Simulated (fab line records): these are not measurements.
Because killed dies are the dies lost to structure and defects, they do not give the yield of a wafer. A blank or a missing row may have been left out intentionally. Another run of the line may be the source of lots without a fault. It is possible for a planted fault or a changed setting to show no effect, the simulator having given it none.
Which tool is to blame? | flow gf180mcu | Sampling: 14 lots, 42 wafers, 2 of 602 route steps

WHAT EACH GAUGE READ, for each wafer
GF_VT_IMPLANT_RS_MEAS_46: measurement is done with a four-point probe. Usual: for MVSD_RS the level is 457.1 ohm/sq and the standard deviation is 1.
lot  | measured     | on            | MVSD_RS (ohm/sq)  | flag
L904 | day 8 02:04  | film-metro-02 | 457.2 457.2 456.9 |
L905 | day 8 11:00  | film-metro-01 | 456.7 457.8 458.1 |
L906 | day 8 17:05  | film-metro-04 | 455.3 455.8 456.4 |
L909 | day 9 14:02  | film-metro-02 | 457.1 456.8 456.5 |
L912 | day 10 03:27 | film-metro-02 | 459.1 457.2 458.1 |
L913 | day 10 14:38 | film-metro-01 | 456.8 456.5 456.9 |
L914 | day 10 19:56 | film-metro-01 | 457.9 457.9 456.5 |
L916 | day 11 08:20 | film-metro-04 | 458.2 458.4 457.3 |
L917 | day 11 15:29 | film-metro-01 | 456.1 457.6 458.5 |
L918 | day 11 22:26 | film-metro-02 | 456.1 456.4 456.0 |
L923 | day 13 06:37 | film-metro-01 | 456.1 456.5 455.9 |
L924 | day 13 13:36 | film-metro-04 | 456.7 458.0 457.7 |
L925 | day 13 19:20 | film-metro-01 | 455.3 455.8 456.9 |
L926 | day 14 00:33 | film-metro-01 | 458.0 458.9 457.4 |

WHAT TOOL EACH LOT RAN ON (gives the tool, then ch and the chambers of the sampled wafers, and finally the start)
lot  | GF_VT_IMPLANT_STRIP_31
L904 | plasma-asher-02 ch 0,1, day 7 09:40
L905 | plasma-asher-04 ch 0,1, day 7 17:49
L906 | plasma-asher-04 ch 0,1, day 7 23:52
L909 | plasma-asher-01 ch 0,1, day 8 19:52
L912 | plasma-asher-01 ch 0,1, day 9 09:34
L913 | plasma-asher-02 ch 0,1, day 9 19:55
L914 | plasma-asher-04 ch 0,1, day 10 00:53
L916 | plasma-asher-02 ch 0,1, day 10 13:23
L917 | plasma-asher-01 ch 0,1, day 10 20:23
L918 | plasma-asher-01 ch 0,1, day 11 04:13
L923 | plasma-asher-02 ch 1, day 12 10:37
L924 | plasma-asher-02 ch 0,1, day 12 17:38
L925 | plasma-asher-02 ch 1, day 12 23:11
L926 | plasma-asher-04 ch 0,1, day 13 04:04
- GF_VT_IMPLANT_STRIP_31: strips in O2/N2.

WHAT THE TOOLS THEMSELVES READ (means of the sampled wafers that have a number; where no wafer has one, the mark that the record gives instead)
GF_VT_IMPLANT_STRIP_31. Usual: chamber-pressure-mTorr 1500.1 mTorr, standard deviation 1.4; drypump-motor-current-A 5.9 A, standard deviation 0.37; heater-power-w 320 W, standard deviation 24; oes-product-au 0.716 a.u., standard deviation 0.005; strip-time-to-endpoint-s 12.644 s, standard deviation 0.029.
lot  | tool            | chamber-pressure-mTorr (mTorr) | drypump-motor-current-A (A) | heater-power-w (W) | oes-product-au (a.u.) | strip-time-to-endpoint-s (s) | flag
L904 | plasma-asher-02 | 1500.4                         | 6.0                         | 339                | 0.718                 | 12.654                       |
L905 | plasma-asher-04 | 1499.6                         | 5.9                         | 337                | 0.716                 | 12.632                       |
L906 | plasma-asher-04 | 1501.0                         | 5.8                         | 330                | 0.713                 | 12.667                       |
L909 | plasma-asher-01 | 1500.5                         | 5.7                         | 288                | 0.718                 | 12.634                       |
L912 | plasma-asher-01 | 1499.9                         | 5.7                         | 284                | 0.717                 | 12.652                       |
L913 | plasma-asher-02 | 1500.9                         | 6.0                         | 332                | 0.721                 | 12.624                       |
L914 | plasma-asher-04 | 1500.2                         | 5.9                         | 336                | 0.718                 | 12.613                       |
L916 | plasma-asher-02 | 1499.7                         | 6.0                         | 339                | 0.717                 | 12.630                       |
L917 | plasma-asher-01 | 1799.2                         | 5.7                         | 288                | 0.737                 | 12.121                       | OFF
L918 | plasma-asher-01 | 1800.7                         | 5.7                         | 287                | 0.737                 | 12.145                       | OFF
L923 | plasma-asher-02 | 1499.7                         | 5.7                         | 342                | 0.715                 | 12.664                       |
L924 | plasma-asher-02 | 1499.1                         | 6.2                         | 320                | 0.719                 | 12.642                       |
L925 | plasma-asher-02 | 1499.8                         | 5.7                         | 343                | 0.712                 | 12.620                       |
L926 | plasma-asher-04 | 1499.6                         | 5.8                         | 333                | 0.718                 | 12.646                       |

THE ANSWER, worked out from the rows above alone
Rule: take the mean of a lot's wafers that have a number; if it is more than 3 standard deviations from the usual mean, the lot is off. A lot without any number at a reading at which 4 lots or more have one is off too. Any other lot the step has rows for is counted as sound. First the gauges in route order, then the tools' own readings, where a lot's mean is used as printed above. At the first step where some lot is off, the reading lying furthest off is the one used; lots without a number count as furthest.
Off at GF_VT_IMPLANT_STRIP_31 (chamber-pressure-mTorr): L917, L918.
A tool fits if, at that step or a process step before it, it ran every lot that is off, and no sound lot after the first of them. One fits: plasma-asher-01 at GF_VT_IMPLANT_STRIP_31. Its last sound lot is L912 (day 9 09:34), its first lot that is off L917 (day 10 20:23): a fault that began between those two fits.
The tool's own readings at GF_VT_IMPLANT_STRIP_31 bear it out: on the lots that are off they differ by more than 5 times the standard deviation of the sound lots' means. chamber-pressure-mTorr reads 1800.0 mTorr there against 1500.0 mTorr on the sound lots; oes-product-au reads 0.737 a.u. there against 0.717 a.u. on the sound lots; strip-time-to-endpoint-s reads 12.133 s there against 12.640 s on the sound lots.

WHAT HAD BEEN PUT IN BY THE SIMULATOR
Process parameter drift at GF_VT_IMPLANT_STRIP_31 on plasma-asher-01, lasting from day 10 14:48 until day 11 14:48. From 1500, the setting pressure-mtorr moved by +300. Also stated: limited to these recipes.
Lots struck among those shown: L917, L918. This agrees with what the rule above found.
